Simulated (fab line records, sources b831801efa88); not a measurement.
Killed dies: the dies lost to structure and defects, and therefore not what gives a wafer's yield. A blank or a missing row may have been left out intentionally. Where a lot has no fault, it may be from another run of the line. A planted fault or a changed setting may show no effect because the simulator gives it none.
Which tool was responsible? / flow sky130 / Sampling: 11 lots, 33 wafers, 3 of 708 route steps

## WHAT THE GAUGES SHOWED, per wafer
SKY_LDD_HVN_TW_MEAS_10.
lot=L606; measured=day 20 22:13; on=film_metro-01; LDD_HVN_TW=1465 1459 1455
lot=L607; measured=day 21 02:03; on=film_metro-01; LDD_HVN_TW=1453 1459 1459
lot=L609; measured=day 21 10:36; on=film_metro-01; LDD_HVN_TW=1460 1450 1454
lot=L611; measured=day 22 18:09; on=film_metro-01; LDD_HVN_TW=1453 1449 1463
lot=L620; measured=day 25 14:03; on=film_metro-04; LDD_HVN_TW=30 30 30 30 30 30
lot=L621; measured=day 25 19:55; on=film_metro-03; LDD_HVN_TW=30 30 31 30 30 30
lot=L623; measured=day 26 10:14; on=film_metro-01; LDD_HVN_TW=1466 1464 1462
lot=L625; measured=day 27 08:08; on=film_metro-01; LDD_HVN_TW=1450 1445 1447
lot=L626; measured=day 27 12:31; on=film_metro-03; LDD_HVN_TW=1450 1455 1451
lot=L628; measured=day 27 23:24; on=film_metro-01; LDD_HVN_TW=1455 1452 1449
lot=L629; measured=day 28 14:21; on=film_metro-01; LDD_HVN_TW=1456 1459 1451

## TOOL THAT RAN EACH LOT (tool first, then ch and the chambers of the sampled wafers, then the start)
lot=L606; SKY_LDD_P_STRIP_10=plasma_asher-04 ch 1, day 19 14:49; SKY_LDD_HVN_STRIP_09=plasma_asher-03 ch 0, day 20 22:06
lot=L607; SKY_LDD_P_STRIP_10=plasma_asher-04 ch 0,1, day 19 18:31; SKY_LDD_HVN_STRIP_09=plasma_asher-03 ch 0,1, day 21 01:57
lot=L609; SKY_LDD_P_STRIP_10=plasma_asher-04 ch 1, day 20 03:55; SKY_LDD_HVN_STRIP_09=plasma_asher-02 ch 0,1, day 21 10:30
lot=L611; SKY_LDD_P_STRIP_10=plasma_asher-04 ch 0,1, day 21 10:53; SKY_LDD_HVN_STRIP_09=plasma_asher-01 ch 0,1, day 22 18:03
lot=L620; SKY_LDD_P_STRIP_10=plasma_asher-03 ch 0,1, day 24 08:19; SKY_LDD_HVN_STRIP_09=plasma_asher-03 ch 0,1, day 25 13:57
lot=L621; SKY_LDD_P_STRIP_10=plasma_asher-04 ch 0,1, day 24 14:10; SKY_LDD_HVN_STRIP_09=plasma_asher-03 ch 0,1, day 25 19:49
lot=L623; SKY_LDD_P_STRIP_10=plasma_asher-04 ch 0,1, day 25 05:37; SKY_LDD_HVN_STRIP_09=plasma_asher-03 ch 0,1, day 26 10:06
lot=L625; SKY_LDD_P_STRIP_10=plasma_asher-03 ch 0,1, day 26 03:15; SKY_LDD_HVN_STRIP_09=plasma_asher-02 ch 0,1, day 27 08:02
lot=L626; SKY_LDD_P_STRIP_10=plasma_asher-01 ch 0,1, day 26 07:22; SKY_LDD_HVN_STRIP_09=plasma_asher-01 ch 0,1, day 27 12:25
lot=L628; SKY_LDD_P_STRIP_10=plasma_asher-03 ch 1, day 26 18:49; SKY_LDD_HVN_STRIP_09=plasma_asher-02 ch 0,1, day 27 23:18
lot=L629; SKY_LDD_P_STRIP_10=plasma_asher-03 ch 0,1, day 27 08:56; SKY_LDD_HVN_STRIP_09=plasma_asher-01 ch 0,1, day 28 14:15
- SKY_LDD_P_STRIP_10: strips in O2/N2.
- SKY_LDD_HVN_STRIP_09: strips in O2/N2.

## THE ANSWER, worked out from the rows above alone
Rule: the usual values come from the lots themselves. The widest of any qualifying gaps counts: lots, ordered by their means at a reading, are off when they make up no more than a third of the lots, leave a main group of 4 or more, and stand apart from it by 3 or more times the standard deviation of that group's means. A main group is skipped when, at the precision printed for the reading in the tables above, its means are all equal. Also off: a lot with no number at a reading for which 4 or more lots have one. Any other lot the step has rows for is counted as sound.
Off: L620, L621, seen at SKY_LDD_HVN_TW_MEAS_10 (LDD_HVN_TW). Main group: mean 1455, sd 4.5.
A tool fits if, at a process step before that reading, it ran every lot that is off, and no sound lot after the first of them. Those tools and the gauges at SKY_LDD_HVN_TW_MEAS_10 are tried in the same way. None of those tried fits.

## WHAT THE SIMULATOR HAD INSERTED
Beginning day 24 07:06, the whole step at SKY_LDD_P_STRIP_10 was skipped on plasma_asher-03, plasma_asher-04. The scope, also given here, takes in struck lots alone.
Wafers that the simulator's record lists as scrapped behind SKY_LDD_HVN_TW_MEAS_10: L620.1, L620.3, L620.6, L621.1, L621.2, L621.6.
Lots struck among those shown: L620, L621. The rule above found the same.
